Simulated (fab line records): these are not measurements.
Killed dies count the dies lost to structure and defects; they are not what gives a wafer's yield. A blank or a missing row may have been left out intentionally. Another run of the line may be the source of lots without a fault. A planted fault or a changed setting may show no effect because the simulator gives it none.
Which of the tools did it? + flow sfqLine + 7 lots, 21 wafers sampled, at 1 step of a route of 325

## WHAT THE GAUGES READ, wafer by wafer
SFQ_I2_BOW_MEAS_917.
| lot  | measured     | on           | I2_BOW (um) |
|------|--------------|--------------|-------------|
| L146 | day 20 10:39 | filmMetro-02 | -3 4 7      |
| L151 | day 22 08:45 | filmMetro-01 | -9 -6 -10   |
| L154 | day 24 18:47 | filmMetro-02 | 0 11 -1     |
| L156 | day 25 06:49 | filmMetro-03 | 7 14 14     |
| L162 | day 27 00:46 | filmMetro-01 | 10 0 13     |
| L164 | day 27 12:49 | filmMetro-02 | 6 -6 -1     |
| L167 | day 28 06:46 | filmMetro-01 | 1 3 -13     |

## WHICH TOOL RAN EACH LOT (tool, then ch and the chambers of the sampled wafers, then the start)
The record shows no process step preceding these readings.

## THE ANSWER, worked out from the rows above alone
Rule: the lots themselves supply what counts as usual. The widest of any qualifying gaps counts: lots, ordered by their means at a reading, are off when they make up no more than a third of the lots, leave a main group of 4 or more, and stand apart from it by 3 or more times the standard deviation of that group's means. If all means in a main group match to the digits the tables above print for the reading, that group is not used. A lot without any number at a reading at which 4 lots or more have one is off too. Any other lot the step has rows for is counted as sound.
No lot is off on any of the readings shown, so nothing can be concluded from this.

## WHAT THE SIMULATOR PUT IN
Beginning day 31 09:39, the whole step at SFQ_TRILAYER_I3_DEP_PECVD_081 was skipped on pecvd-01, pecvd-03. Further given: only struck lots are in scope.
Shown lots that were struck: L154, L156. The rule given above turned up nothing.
